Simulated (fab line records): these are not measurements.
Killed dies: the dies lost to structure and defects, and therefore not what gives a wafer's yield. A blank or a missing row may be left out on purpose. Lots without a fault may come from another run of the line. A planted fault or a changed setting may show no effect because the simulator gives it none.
Comparing a struck lot with a sound one ; flow sky130 ; 18 steps out of a route of 708
Sound: these wafers, L861.2, L861.4, L861.6. Struck: wafer L869.4; the same lot's L869.1 was not struck, so it is left out; see the end for the cause.
For every step that has rows: the tool of each side, followed by ch and its chambers, followed by its first start. Under that, the readings that differ: sound wafers ; struck wafers ; difference of the means ; sigmas: that difference in standard deviations of wafers without a fault.
alike: readings with means less than 2 such deviations apart, plus words and numbers identical on both sides. not compared: withheld readings, readings lacking a value on some wafer, bounds such as >300 that could conceal the same value, and numbers that have no deviation in the record and whose values overlap.
A row with sigmas, a row that says differs or no value, or rows on one side alone: a step with any of these is where the two part. When numbers do not overlap yet have no deviation, they are printed without sigmas and do not part them. Lack of a reading on every wafer of one side parts them only where that side has two or more wafers.

first, 5 steps without rows for these wafers: SKY_VIA4_COAT_06 (resist thk 1140 nm); SKY_VIA4_SOFTBAKE_07 (time 60 s); SKY_VIA4_EXPOSE_08 (exposes mask VIM4, target cd 800 nm); SKY_VIA4_PEB_09; SKY_VIA4_DEVELOP_10 (develop time 60 s).
SKY_VIA4_OVL_MEAS_11:
  sound on overlay-02, day 43 17:10; struck on overlay-01, day 46 00:39
reading;sound;struck;difference;sigmas
VIA4_OVL (nm);3.9 2.1 2.5;-1.0;-3.8;-3
SKY_VIA4_ETCH_12: etches SiO2 in C4F8/O2/Ar, stops on TiN, target depth 580 nm.
  sound on rie_diel-03 ch 2,3, day 43 17:11; struck on rie_diel-03 ch 0, day 46 00:41
  alike: chamber_pressure_mTorr, oes_product_au
SKY_VIA4_STRIP_13: strips in O2/N2.
  sound on plasma_asher-01 ch 0,1, day 43 17:16; struck on plasma_asher-01 ch 0, day 46 00:46
  alike: chamber_pressure_mTorr, drypump_motor_current_A, oes_product_au, strip_time_to_endpoint_s
  not compared: rf_hours_counter_h
then, 3 steps without rows for these wafers: SKY_VIA4_STRIP_14 (strips in post etch residue remover, time 1200 s); SKY_VIA4_CLEAN_15 (cleans in IPA, time 180 s); SKY_VIA4_CLEAN_16 (cleans in O3/DIW).
SKY_VIA4_SPUTTER_17: material TiN, target thk 20 nm, time 80 s.
  sound on pvd_sputter-01, day 43 17:51; struck on pvd_sputter-02, day 46 01:22
  alike: throttle_valve_pct
SKY_VIA4_CVD_18: deposits W, target thk 505 nm, time 152.14 s.
  sound on cvd_w-02 ch 0,1, day 43 17:55; struck on cvd_w-02 ch 1, day 46 01:25
reading;sound;struck;difference;sigmas
model.W_of_VIA4_CVD_18.thk_nm (nm);506.5 507.5 510.3;879.4;+371.3;
  alike: heater_power_w, susceptor_temp_C
SKY_VIA4_RS_MEAS_19: measurement is done with a four-point probe.
  sound on film_metro-03, day 43 18:05; struck on film_metro-02, day 46 01:35
reading;sound;struck;difference;sigmas
VIA4_W_RS (ohm/sq);0.225 0.224 0.224;0.129;-0.095;-22
SKY_VIA4_THK_MEAS_20: measures by xrf.
  sound on film_metro-03, day 43 18:12; struck on film_metro-02, day 46 01:42
reading;sound;struck;difference;sigmas
VIA4_W_THK (nm);498 498 503;852;+352;+37
SKY_VIA4_CMP_21: polishes, stops on SiO2, t overpolish 25 s, target thk 0 nm.
  sound on cmp-01 ch 2,3, day 43 18:15; struck on cmp-02 ch 2, day 46 01:46
reading;sound;struck;difference;sigmas
time_to_endpoint_s (s);118 121 121;213;+93;+22
  alike: motor_current_A, slurry_filter_dp_kPa, slurry_flow_ml_min
SKY_METAL5_SPUTTER_00: material Ti, target thk 15 nm, time 10 s.
  sound on pvd_sputter-04, day 43 18:33; struck on pvd_sputter-04, day 46 02:04
  alike: throttle_valve_pct
-- the record jumps here: 3 days lie between the struck wafers' starts before and after (it left off in module METAL5 and takes up again in module PAD_OPEN, whose first step shown is number 708 of the route) --
SKY_PAD_OPEN_PROBE_99:
  sound on prober-01, day 46 17:29; struck on prober-01, day 48 16:55
reading;sound;struck;difference;sigmas
killed_at_M4_up;3 1 3;6;+4;+2
  alike: defect_limited_yield, killed_at_M0_to_M3, killed_at_contacts, killed_at_front_end, killed_at_other, killed_dies, killed_open, killed_short, sort_bin_3_pad_short, sort_bin_5_function, sort_bin_6_memory, sort_n_pass, sort_yield_pct

== WHERE THEY PART ==
Earliest at SKY_VIA4_OVL_MEAS_11; latest, in this record, at SKY_PAD_OPEN_PROBE_99.

WHY: whatever the simulator had introduced
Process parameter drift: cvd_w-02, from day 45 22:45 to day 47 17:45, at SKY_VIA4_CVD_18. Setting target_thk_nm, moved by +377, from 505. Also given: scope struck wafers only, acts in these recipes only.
